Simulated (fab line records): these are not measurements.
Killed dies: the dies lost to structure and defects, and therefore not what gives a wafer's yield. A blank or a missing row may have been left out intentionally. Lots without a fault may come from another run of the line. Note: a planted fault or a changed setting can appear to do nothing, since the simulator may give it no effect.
fab line records | flow sky130
record lots=7 | wafers=21 | lastDay=50
route steps=708 shown POLY_CUT@312 SD_P@320 PAD_OPEN@708
lots that met no fault: from a run of the same line without faults
startH: the number of hours between the record's first day and the start of the first shown wafer of the lot | waitH: hours elapsed since this lot's preceding step | " the same as in the row above | L1.1+2: a row that stands for several wafers | - no value, or no start was given | * or withheld: withheld | < > ~ a bound
route shown NAME@n: names a module that has steps shown in the file, with the first one's number in the route | usual: mean/standard deviation of fault-free wafers | same: alike in all rows | chamber/n: place in a boat | sites: per-site readings | _std_site: the values' standard deviation | _edge_site: inner sites' mean taken away from outer sites' mean | radiusMm: for every site, how far away it sits from the centre of the wafer | mask NAME#n: copy n | behind: tool/chamber where the wafer was last shaped | hold: what put the lot on hold/how long, in hours/how the hold closed | device: which transistor (n, p or np) failed to switch | end of line: the route-end tests of the same wafers | where a step has no rows: the recipe by itself | killed: at the first sort, the dies lost to defects and structure; wafer yield is something else | map: a wafer's dies, marking killed ones x, the rest . and places with no die _
set.NAME: the setting as run; set.NAME@STEP: as run at that earlier step | model.NAME: the simulator's own value behind a step, which no gauge read
lots at selected steps of the route; one table per step, one row per wafer
services: when a tool's chamber went out of use (startH, in hours from the record's first day, below 0 if earlier), for how many hours, and the reason
## steps
# step SKY_POLY_CUT_EXPOSE_05
# recipe maskId=NPCM | na=0.8 | sourceShape=annular | sigmaInner=0.55 | sigmaOuter=0.85 | targetCdNm=270 | doseMj=32
# step SKY_POLY_CUT_PEB_06
# recipe pebTempC=withheld | pebTimeS=withheld | resist=KrF-thick
# step SKY_POLY_CUT_DEVELOP_07
# recipe developTimeS=60 | resist=KrF-thick | devTempC=21
# step SKY_POLY_CUT_CD_MEAS_08
# recipe targetCdNm=270
# usual cdNm=270.1/1.6
lot.wafer | tool     | chamber | startH | waitH | cdNm
L393.1    | cdSem-01 | -       | 561.47 | -     | 268.6
L393.5    | "        | -       | "      | "     | 267.0
L393.6    | "        | -       | "      | "     | 268.9
L401.1    | cdSem-02 | -       | 625.27 | -     | 269.0
L401.3    | "        | -       | "      | "     | 271.1
L401.5    | "        | -       | "      | "     | 269.9
L405.3    | cdSem-01 | -       | 670.09 | -     | 269.9
L405.5    | "        | -       | "      | "     | 270.3
L405.6    | "        | -       | "      | "     | 269.8
L409.3    | cdSem-02 | -       | 695.33 | -     | 268.4
L409.4    | "        | -       | "      | "     | 268.8
L409.5    | "        | -       | "      | "     | 270.1
L410.1    | cdSem-01 | -       | 696.87 | -     | 270.5
L410.4    | "        | -       | "      | "     | 269.6
L410.5    | "        | -       | "      | "     | 269.4
L411.2    | cdSem-01 | -       | 700.61 | -     | 273.0
L411.4    | "        | -       | "      | "     | 270.1
L411.6    | "        | -       | "      | "     | 272.4
L415.1    | cdSem-01 | -       | 735.54 | -     | 267.7
L415.2    | "        | -       | "      | "     | 267.4
L415.5    | "        | -       | "      | "     | 266.8
# step SKY_POLY_CUT_OVL_MEAS_09
# usual POLY_CUT_OVL=1/5.1
lot.wafer | tool       | chamber | startH | waitH | POLY_CUT_OVL[nm]
L393.1    | overlay-02 | -       | 561.59 | 0.1   | 2
L393.5    | "          | -       | "      | "     | -2
L393.6    | "          | -       | "      | "     | 2
L401.1    | overlay-01 | -       | 625.39 | 0.1   | 1
L401.3    | "          | -       | "      | "     | 4
L401.5    | "          | -       | "      | "     | 2
L405.3    | overlay-02 | -       | 670.19 | 0.1   | -1
L405.5    | "          | -       | "      | "     | -3
L405.6    | "          | -       | "      | "     | -3
L409.3    | overlay-02 | -       | 695.42 | 0.1   | -7
L409.4    | "          | -       | "      | "     | -4
L409.5    | "          | -       | "      | "     | -4
L410.1    | overlay-01 | -       | 696.99 | 0.1   | -7
L410.4    | "          | -       | "      | "     | -4
L410.5    | "          | -       | "      | "     | -2
L411.2    | overlay-01 | -       | 700.72 | 0.1   | -1
L411.4    | "          | -       | "      | "     | 2
L411.6    | "          | -       | "      | "     | 1
L415.1    | overlay-02 | -       | 735.66 | 0.1   | 16
L415.2    | "          | -       | "      | "     | 0
L415.5    | "          | -       | "      | "     | 4
# step SKY_POLY_CUT_ETCH_10
# recipe chemistry=N2/H2 | target=BARC | ionEnergyEv=200 | sourceW=500 | biasW=100 | pressureMtorr=30 | n2FlowSccm=100 | h2FlowSccm=200 | stopOn=SiO2 | timeS=45.9 | targetDepthA=600
# usual drypumpMotorCurrentA=6.0/0.49 | h2FlowSccm=200.0/0.65 | oesProductAu=0.855/0.0049 | rfFwdPowerW=495.1/2.3 | throttleValvePct=13.224/0.0091
lot.wafer | tool       | chamber | startH | waitH | drypumpMotorCurrentA | h2FlowSccm | oesProductAu | rfFwdPowerW | rfHoursCounterH | throttleValvePct
L393.1    | rieDiel-03 | 3       | 561.63 | 0.0   | 5.7                  | 200.2      | 0.855        | 490.2       | 47              | 13.239
L393.5    | "          | 0       | "      | "     | 5.5                  | 199.2      | 0.856        | 494.6       | -               | 13.214
L393.6    | "          | 3       | "      | "     | 5.7                  | 199.4      | 0.863        | 488.7       | -               | 13.224
L401.1    | rieDiel-03 | 0       | 625.42 | 0.0   | 5.5                  | 199.8      | 0.855        | 497.0       | 3               | 13.211
L401.3    | "          | 1       | "      | "     | 6.6                  | 200.9      | 0.851        | 493.5       | 72              | 13.226
L401.5    | "          | 1       | "      | "     | 6.6                  | 200.4      | 0.848        | 493.4       | -               | 13.221
L405.3    | rieDiel-01 | 3       | 670.21 | 0.0   | 5.5                  | 198.6      | 0.857        | 496.7       | 2               | 13.236
L405.5    | "          | 0       | "      | "     | 6.6                  | 199.5      | 0.861        | 497.0       | -               | 13.226
L405.6    | "          | 1       | "      | "     | 5.3                  | 199.3      | 0.862        | 495.1       | -               | 13.237
L409.3    | rieDiel-02 | 3       | 695.45 | 0.0   | 5.7                  | 199.7      | 0.854        | 494.2       | 6               | 13.227
L409.4    | "          | 1       | "      | "     | 5.2                  | 198.8      | 0.853        | 496.8       | 1               | 13.218
L409.5    | "          | 2       | "      | "     | 6.0                  | 199.8      | 0.851        | 494.0       | -               | 13.233
L410.1    | rieDiel-03 | 0       | 697.02 | 0.0   | 5.6                  | 200.2      | 0.852        | 498.3       | 5               | 13.221
L410.4    | "          | 2       | "      | "     | 6.2                  | 200.4      | 0.849        | 495.5       | 2               | 13.215
L410.5    | "          | 1       | "      | "     | 6.6                  | 201.1      | 0.866        | 489.1       | -               | 13.223
L411.2    | rieDiel-03 | 2       | 700.75 | 0.0   | 6.2                  | 201.0      | 0.860        | 493.6       | 2               | 13.238
L411.4    | "          | 0       | "      | "     | 5.5                  | 200.1      | 0.864        | 497.3       | 5               | 13.226
L411.6    | "          | 0       | "      | "     | 5.5                  | 200.5      | 0.868        | 497.9       | -               | 13.233
L415.1    | rieDiel-01 | 3       | 735.70 | 0.0   | 5.5                  | 201.8      | 0.852        | 495.4       | 3               | 13.226
L415.2    | "          | 0       | "      | "     | 6.6                  | 199.1      | 0.856        | 498.9       | 8               | 13.223
L415.5    | "          | 1       | "      | "     | 5.3                  | 199.1      | 0.847        | 494.7       | -               | 13.216
# step SKY_POLY_CUT_ETCH_11
# recipe target=Si3N4 | chemistry=CF4/CH2F2/Ar | stopOn=poly-Si | sourceW=600 | biasW=150 | pressureMtorr=40 | cf4FlowSccm=40 | ch2f2FlowSccm=20 | Ar_flow_sccm=150 | timeS=42.5 | targetDepthA=600
# usual cf4FlowSccm=40.00/0.11 | ch2f2FlowSccm=20.00/0.054 | drypumpMotorCurrentA=6.0/0.48 | oesProductAu=0.828/0.0061 | rfFwdPowerW=593.6/2.7 | throttleValvePct=14.995/0.0094
lot.wafer | tool       | chamber | startH | waitH | cf4FlowSccm | ch2f2FlowSccm | drypumpMotorCurrentA | oesProductAu | rfFwdPowerW | rfHoursCounterH | throttleValvePct
L393.1    | rieDiel-03 | 3       | 561.67 | 0.0   | 40.06       | 19.95         | 5.7                  | 0.839        | 589.4       | 47              | 15.005
L393.5    | "          | 0       | "      | "     | 40.02       | 20.01         | 5.5                  | 0.829        | 592.2       | -               | 14.986
L393.6    | "          | 3       | "      | "     | 39.89       | 20.02         | 5.7                  | 0.833        | 587.0       | -               | 14.985
L401.1    | rieDiel-03 | 0       | 625.47 | 0.0   | 39.95       | 19.97         | 5.6                  | 0.827        | 594.7       | 3               | 14.995
L401.3    | "          | 1       | "      | "     | 40.10       | 20.08         | 6.6                  | 0.828        | 588.6       | 72              | 14.977
L401.5    | "          | 1       | "      | "     | 40.07       | 19.93         | 6.6                  | 0.827        | 588.9       | -               | 14.997
L405.3    | rieDiel-01 | 3       | 670.25 | 0.0   | 40.03       | 20.01         | 5.5                  | 0.830        | 595.4       | 2               | 14.993
L405.5    | "          | 0       | "      | "     | 40.08       | 20.07         | 6.6                  | 0.836        | 595.0       | -               | 14.994
L405.6    | "          | 1       | "      | "     | 40.08       | 20.06         | 5.3                  | 0.826        | 596.4       | -               | 14.997
L409.3    | rieDiel-02 | 3       | 695.49 | 0.0   | 39.85       | 19.96         | 5.7                  | 0.823        | 593.2       | 6               | 15.000
L409.4    | "          | 1       | "      | "     | 40.00       | 20.03         | 5.2                  | 0.827        | 595.5       | 1               | 14.988
L409.5    | "          | 2       | "      | "     | 40.06       | 19.99         | 6.1                  | 0.831        | 593.1       | -               | 14.985
L410.1    | rieDiel-03 | 0       | 697.07 | 0.0   | 40.00       | 20.09         | 5.5                  | 0.826        | 592.8       | 5               | 15.005
L410.4    | "          | 2       | "      | "     | 40.16       | 19.98         | 6.2                  | 0.819        | 594.4       | 2               | 14.986
L410.5    | "          | 1       | "      | "     | 39.80       | 20.06         | 6.6                  | 0.826        | 590.0       | -               | 14.989
L411.2    | rieDiel-03 | 2       | 700.79 | 0.0   | 40.00       | 20.03         | 6.2                  | 0.828        | 594.0       | 2               | 15.001
L411.4    | "          | 0       | "      | "     | 39.98       | 19.99         | 5.5                  | 0.824        | 596.0       | 5               | 14.980
L411.6    | "          | 0       | "      | "     | 40.03       | 19.94         | 5.5                  | 0.821        | 595.0       | -               | 14.988
L415.1    | rieDiel-01 | 3       | 735.74 | 0.0   | 40.10       | 20.11         | 5.5                  | 0.832        | 595.7       | 3               | 15.006
L415.2    | "          | 0       | "      | "     | 40.08       | 19.91         | 6.6                  | 0.836        | 594.9       | 8               | 14.997
L415.5    | "          | 1       | "      | "     | 39.95       | 20.01         | 5.3                  | 0.833        | 595.3       | -               | 14.987
# step SKY_POLY_CUT_STRIP_12
# recipe chemistry=O2/N2 | powerW=1400 | pressureMtorr=1500 | platenTempC=withheld | o2FlowSccm=3000 | n2FlowSccm=300 | overashFraction=0.5
# usual drypumpMotorCurrentA=5.6/0.53 | o2FlowSccm=3001/8.1 | oesProductAu=0.452/0.0049 | stripTimeToEndpointS=5.360/0.017
lot.wafer | tool           | chamber | startH | waitH | drypumpMotorCurrentA | o2FlowSccm | oesProductAu | rfHoursCounterH | stripTimeToEndpointS
L393.1    | plasmaAsher-03 | 1       | 561.71 | 0.0   | 5.8                  | 3010       | 0.454        | 73              | 5.339
L393.5    | "              | 0       | "      | "     | 5.4                  | 2994       | 0.455        | -               | 5.361
L393.6    | "              | 1       | "      | "     | 5.8                  | 3010       | 0.455        | -               | 5.369
L401.1    | plasmaAsher-03 | 0       | 625.51 | 0.0   | 5.4                  | 2998       | 0.449        | 79              | 5.380
L401.3    | "              | 1       | "      | "     | 5.8                  | 3003       | 0.459        | -               | 5.371
L401.5    | "              | 0       | "      | "     | 5.4                  | 3003       | 0.450        | -               | 5.391
L405.3    | plasmaAsher-03 | 1       | 670.33 | 0.1   | 5.8                  | 3000       | 0.459        | -               | 5.383
L405.5    | "              | 0       | "      | "     | 5.4                  | 3008       | 0.449        | -               | 5.402
L405.6    | "              | 1       | "      | "     | 5.7                  | 3000       | 0.460        | -               | 5.395
L409.3    | plasmaAsher-01 | 1       | 695.56 | 0.1   | 6.2                  | 3003       | 0.450        | -               | 5.353
L409.4    | "              | 0       | "      | "     | 4.8                  | 3009       | 0.454        | -               | 5.336
L409.5    | "              | 0       | "      | "     | 4.8                  | 3007       | 0.452        | -               | 5.347
L410.1    | plasmaAsher-04 | 0       | 697.11 | 0.0   | 5.9                  | 3005       | 0.458        | 28              | 5.382
L410.4    | "              | 0       | "      | "     | 5.9                  | 3006       | 0.458        | -               | 5.352
L410.5    | "              | 0       | "      | "     | 5.9                  | 3001       | 0.453        | -               | 5.375
L411.2    | plasmaAsher-03 | 0       | 700.83 | 0.0   | 5.4                  | 3005       | 0.451        | 85              | 5.352
L411.4    | "              | 1       | "      | "     | 5.8                  | 3008       | 0.449        | -               | 5.354
L411.6    | "              | 1       | "      | "     | 5.7                  | 3006       | 0.457        | -               | 5.356
L415.1    | plasmaAsher-04 | 1       | 735.78 | 0.0   | 6.0                  | 2996       | 0.463        | 32              | 5.362
L415.2    | "              | 0       | "      | "     | 5.9                  | 3003       | 0.447        | 32              | 5.335
L415.5    | "              | 0       | "      | "     | 5.9                  | 3001       | 0.450        | -               | 5.356
# step SKY_SD_P_DEHYDRATE_00
# recipe tempC=200 | timeS=60
# step SKY_SD_P_HMDS_01
# recipe primeTimeS=60 | primeTempC=120
# step SKY_SD_P_COAT_02
# recipe resist=NOVOLAK | spinRpm=3000 | resistThkNm=1140
# step SKY_SD_P_SOFTBAKE_03
# recipe tempC=90 | timeS=60 | resist=NOVOLAK
# step SKY_SD_P_EXPOSE_04
# recipe maskId=PSDM | na=0.6 | sourceShape=conventional | sigmaOuter=0.6 | polarization=unpolarized | targetCdNm=380 | doseMj=138
lot.wafer  | tool            | chamber | startH | waitH | mask   | model.SD_P.overlayXNm
L393.1+5+6 | ilineStepper-02 | 0       | 577.12 | -     | PSDM#0 | -0.4115
L401.1+3+5 | ilineStepper-02 | 0       | 639.32 | -     | PSDM#0 | -0.8034
L405.3+5+6 | ilineStepper-01 | 0       | 684.17 | -     | PSDM#0 | -0.5176
L409.3+4+5 | ilineStepper-02 | 0       | 708.08 | -     | PSDM#0 | 56.88
L410.1+4+5 | ilineStepper-02 | 0       | 710.47 | -     | PSDM#0 | 57.04
L411.2+4+6 | ilineStepper-02 | 0       | 714.11 | -     | PSDM#0 | 56.95
L415.1+2+5 | ilineStepper-01 | 0       | 748.77 | -     | PSDM#0 | -0.413
# step SKY_SD_P_PEB_05
# recipe tempC=withheld | timeS=* | resist=NOVOLAK
# step SKY_SD_P_DEVELOP_06
# recipe resist=NOVOLAK | developer=TMAH | developTimeS=60 | devTempC=23
# step SKY_SD_P_CD_MEAS_07
# recipe targetCdNm=380
# usual cdNm=379.5/2.4
lot.wafer | tool     | chamber | startH | waitH | cdNm
L393.1    | cdSem-02 | -       | 591.74 | 0.1   | 382.5
L393.5    | "        | -       | "      | "     | 380.4
L393.6    | "        | -       | "      | "     | 383.3
L401.1    | cdSem-02 | -       | 652.85 | 0.1   | 378.6
L401.3    | "        | -       | "      | "     | 376.9
L401.5    | "        | -       | "      | "     | 377.6
L405.3    | cdSem-02 | -       | 697.13 | 0.1   | 380.1
L405.5    | "        | -       | "      | "     | 383.6
L405.6    | "        | -       | "      | "     | 382.4
L409.3    | cdSem-02 | -       | 720.96 | 0.1   | 379.7
L409.4    | "        | -       | "      | "     | 375.6
L409.5    | "        | -       | "      | "     | 376.5
L410.1    | cdSem-02 | -       | 723.79 | 0.1   | 376.2
L410.4    | "        | -       | "      | "     | 377.8
L410.5    | "        | -       | "      | "     | 376.2
L411.2    | cdSem-01 | -       | 726.47 | 0.1   | 382.0
L411.4    | "        | -       | "      | "     | 381.8
L411.6    | "        | -       | "      | "     | 380.9
L415.1    | cdSem-01 | -       | 762.29 | 0.1   | 377.7
L415.2    | "        | -       | "      | "     | 376.7
L415.5    | "        | -       | "      | "     | 375.4
# step SKY_SD_P_OVL_MEAS_08
# usual SD_P_OVL=0.4/1.6
lot.wafer | tool       | chamber | startH | waitH | hold                    | SD_P_OVL[nm]
L393.1    | overlay-01 | -       | 591.86 | 0.1   | -                       | 0.1
L393.5    | "          | -       | "      | "     | -                       | -1.1
L393.6    | "          | -       | "      | "     | -                       | -1.8
L401.1    | overlay-01 | -       | 652.97 | 0.1   | -                       | -1.7
L401.3    | "          | -       | "      | "     | -                       | -2.3
L401.5    | "          | -       | "      | "     | -                       | -1.1
L405.3    | overlay-02 | -       | 697.22 | 0.1   | -                       | 0.5
L405.5    | "          | -       | "      | "     | -                       | 1.8
L405.6    | "          | -       | "      | "     | -                       | -0.8
L409.3    | overlay-01 | -       | 721.05 | 0.1   | awaitDispo/0.2h/release | 55.4
L409.4    | "          | -       | "      | "     | awaitDispo/0.2h/release | 55.8
L409.5    | "          | -       | "      | "     | awaitDispo/0.2h/release | 56.6
L409.3    | overlay-01 | -       | 721.25 | 0.2   | -                       | 56.2
L409.4    | "          | -       | "      | "     | -                       | 56.3
L409.5    | "          | -       | "      | "     | -                       | 57.2
L410.1    | overlay-01 | -       | 723.91 | 0.1   | awaitDispo/0.2h/release | 59.9
L410.4    | "          | -       | "      | "     | awaitDispo/0.2h/release | 57.9
L410.5    | "          | -       | "      | "     | awaitDispo/0.2h/release | 57.4
L410.1    | overlay-01 | -       | 724.11 | 0.2   | -                       | 60.6
L410.4    | "          | -       | "      | "     | -                       | 58.7
L410.5    | "          | -       | "      | "     | -                       | 57.9
L411.2    | overlay-01 | -       | 726.58 | 0.1   | awaitDispo/0.2h/release | 55.6
L411.4    | "          | -       | "      | "     | awaitDispo/0.2h/release | 55.2
L411.6    | "          | -       | "      | "     | awaitDispo/0.2h/release | 56.2
L411.2    | overlay-01 | -       | 726.78 | 0.2   | -                       | 56.8
L411.4    | "          | -       | "      | "     | -                       | 55.8
L411.6    | "          | -       | "      | "     | -                       | 56.7
L415.1    | overlay-01 | -       | 762.41 | 0.1   | -                       | -0.1
L415.2    | "          | -       | "      | "     | -                       | 0.0
L415.5    | "          | -       | "      | "     | -                       | 2.0
# step SKY_PAD_OPEN_PROBE_99
# usual defectLimitedYield=82.3/2 | killed_at_M0_to_M3=43/7 | killed_at_M4_up=3.5/1.9 | killedAtContacts=24/5.3 | killedAtFrontEnd=15/4.4 | killedAtOther=0.3/0.69 | killedDies=87/9.7 | killedOpen=48/7 | killedShort=39/6.4 | sort_bin_3_pad_short=0.9/0.46 | sort_bin_5_function=10.5/1.4 | sort_bin_6_memory=6.3/1.2 | sortNPass=405/9.7 | sortYieldPct=82.3/2
# same grossDies=492 | killedAtBackSide=0 | sort_bin_4_leakage[%]=0 | sort_bin_8_speed[%]=0
lot.wafer | tool      | chamber | startH  | waitH | defectLimitedYield[%] | killed_at_M0_to_M3 | killed_at_M4_up | killedAtContacts | killedAtFrontEnd | killedAtOther | killedDies | killedOpen | killedShort | sort_bin_3_pad_short[%] | sort_bin_5_function[%] | sort_bin_6_memory[%] | sortNPass | sortYieldPct[%]
L401.1    | prober-02 | -       | 1121.30 | 0.1   | 83.3                  | 43                 | 3               | 21               | 15               | 0             | 82         | 41         | 41          | 1.0                     | 8.7                    | 6.9                  | 410       | 83.3
L401.3    | prober-02 | -       | 1121.40 | 0.2   | 84.6                  | 34                 | 5               | 26               | 11               | 0             | 76         | 40         | 36          | 1.2                     | 8.9                    | 5.3                  | 416       | 84.6
L401.5    | prober-02 | -       | 1121.50 | 0.2   | 88.4                  | 28                 | 3               | 16               | 10               | 0             | 57         | 33         | 24          | 0.8                     | 6.5                    | 4.3                  | 435       | 88.4
L405.3    | prober-02 | -       | 1152.85 | 0.2   | 81.5                  | 45                 | 3               | 21               | 22               | 0             | 91         | 51         | 40          | 0.4                     | 10.8                   | 7.3                  | 401       | 81.5
L405.5    | prober-02 | -       | 1152.95 | 0.2   | 79.3                  | 46                 | 0               | 38               | 17               | 1             | 102        | 55         | 45          | 1.0                     | 13.4                   | 6.3                  | 390       | 79.3
L405.6    | prober-02 | -       | 1153.00 | 0.2   | 83.3                  | 46                 | 2               | 21               | 13               | 0             | 82         | 41         | 41          | 0.4                     | 9.6                    | 6.7                  | 410       | 83.3
L415.1    | prober-01 | -       | 1194.54 | 0.1   | 84.1                  | 43                 | 2               | 22               | 10               | 1             | 78         | 52         | 26          | 0.6                     | 12.0                   | 3.3                  | 414       | 84.1
L415.2    | prober-01 | -       | 1194.59 | 0.1   | 79.3                  | 48                 | 6               | 33               | 15               | 0             | 102        | 60         | 42          | 1.2                     | 12.2                   | 7.3                  | 390       | 79.3
L415.5    | prober-01 | -       | 1194.74 | 0.2   | 81.9                  | 37                 | 3               | 31               | 18               | 0             | 89         | 47         | 42          | 0.6                     | 11.8                   | 5.7                  | 403       | 81.9
# killed by level:class
L401.1 VIA1:geometricParticle:open=8 METAL2:geometricParticle:short=8 LOCAL_INTERCONNECT:geometricParticle:short=7 CONTACT:geometricParticle:open=7 VIA1:geometricParticle:short=6 VIA3:geometricParticle:open=6 POLY_GATE:geometricParticle:open=4 VIA2:geometricParticle:open=4
L401.3 CONTACT:geometricParticle:open=9 VIA1:geometricParticle:open=6 VIA2:geometricParticle:open=6 METAL2:geometricParticle:short=5 LOCAL_INTERCONNECT:geometricParticle:short=5 CONTACT:geometricParticle:short=5 VIA3:geometricParticle:open=5 FIELD_ISO:geometricParticle:open=4
L401.5 VIA1:geometricParticle:open=14 LI_CONTACT:geometricParticle:open=7 CONTACT:geometricParticle:open=5 FIELD_ISO:geometricParticle:short=4 METAL1:geometricParticle:short=3 METAL2:geometricParticle:short=3 POLY_GATE:geometricParticle:short=2 LI_CONTACT:geometricParticle:short=2
L405.3 VIA1:geometricParticle:open=12 CONTACT:geometricParticle:open=11 VIA1:geometricParticle:short=8 FIELD_ISO:geometricParticle:short=6 FIELD_ISO:geometricParticle:open=5 SPACER:geometricParticle:open=5 VIA2:geometricParticle:open=5 LI_CONTACT:geometricParticle:open=4
L405.5 CONTACT:geometricParticle:open=17 VIA1:geometricParticle:open=10 LI_CONTACT:geometricParticle:open=7 FIELD_ISO:geometricParticle:open=6 METAL1:geometricParticle:short=6 METAL2:geometricParticle:short=6 FIELD_ISO:geometricParticle:short=4 LI_CONTACT:geometricParticle:short=4
L405.6 LI_CONTACT:geometricParticle:open=8 VIA1:geometricParticle:open=8 CONTACT:geometricParticle:short=7 METAL1:geometricParticle:short=6 VIA2:geometricParticle:open=6 VIA3:geometricParticle:open=6 VIA1:geometricParticle:short=5 METAL2:geometricParticle:short=4
L415.1 VIA1:geometricParticle:open=11 CONTACT:geometricParticle:open=9 VIA1:geometricParticle:short=9 LI_CONTACT:geometricParticle:open=7 VIA2:geometricParticle:open=6 VIA3:geometricParticle:open=6 CONTACT:geometricParticle:short=4 FIELD_ISO:geometricParticle:open=3
L415.2 VIA1:geometricParticle:open=16 CONTACT:geometricParticle:open=16 LI_CONTACT:geometricParticle:open=7 METAL4:geometricParticle:short=6 VIA2:geometricParticle:open=6 FIELD_ISO:geometricParticle:open=5 LOCAL_INTERCONNECT:geometricParticle:short=5 METAL1:geometricParticle:short=5
L415.5 LI_CONTACT:geometricParticle:open=11 CONTACT:geometricParticle:open=8 VIA1:geometricParticle:open=8 CONTACT:geometricParticle:short=7 METAL1:geometricParticle:short=7 VIA3:geometricParticle:open=6 VIA2:geometricParticle:open=5 FIELD_ISO:geometricParticle:short=4
## services
tool            | chamber | startH | hours | kind
rieDiel-01      | -       | 560.20 | 2.8   | pm
ilineStepper-01 | -       | 565.96 | 7.4   | repair
rieDiel-01      | 3       | 573.08 | 19.2  | repair
ilineStepper-01 | -       | 576.99 | 1.7   | pm
rieDiel-03      | 0       | 579.32 | 3.3   | repair
rieDiel-02      | 0       | 580.50 | 19.8  | repair
ilineStepper-02 | -       | 595.27 | 0.7   | repair
plasmaAsher-01  | -       | 598.70 | 3.7   | repair
rieDiel-03      | 2       | 605.22 | -     | clean
ilineStepper-02 | -       | 636.82 | 2.3   | repair
plasmaAsher-01  | -       | 638.17 | 2.9   | repair
rieDiel-03      | 1       | 646.57 | 11.1  | repair
rieDiel-02      | 0       | 669.06 | 5.4   | repair
rieDiel-02      | 2       | 671.71 | 14.9  | repair
ilineStepper-02 | -       | 683.95 | 17.0  | repair
plasmaAsher-03  | -       | 685.57 | 7.5   | repair
ilineStepper-01 | -       | 699.71 | 6.0   | repair
rieDiel-02      | 2       | 703.56 | 3.1   | repair
rieDiel-02      | -       | 706.69 | 2.8   | pm
rieDiel-03      | 2       | 720.90 | 6.9   | repair
plasmaAsher-03  | -       | 733.12 | 14.6  | pm
plasmaAsher-01  | -       | 733.75 | 9.0   | pm
ilineStepper-02 | -       | 736.11 | 1.7   | pm
ilineStepper-02 | -       | 742.08 | 6.0   | repair
## key
firstSign step=SKY_SD_P_OVL_MEAS_08 | reading=visit | direction=added
effect step=SKY_SD_P_OVL_MEAS_08 | reading=SD_P_OVL | direction=up | sigmas=35 | usual=0.4 | struck=56.7
modelEffect step=SKY_SD_P_EXPOSE_04 | value=SD_P.overlayXNm | without=-0.1617 | struck=56.96
metAt SKY_SD_P_EXPOSE_04
struckWafers L409.3,L409.4,L409.5,L410.1,L410.4,L410.5,L411.2,L411.4,L411.6
scrappedBehind SKY_SD_P_OVL_MEAS_08 L409.3,L409.4,L409.5,L410.1,L410.4,L410.5,L411.2,L411.4,L411.6
onsetBetween 639.32 708.08
fault kind=scannerMatchingOverlay | tool=ilineStepper-02 | chamber=- | onsetH=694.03 | steps=SKY_SD_P_EXPOSE_04 | offset=57.118
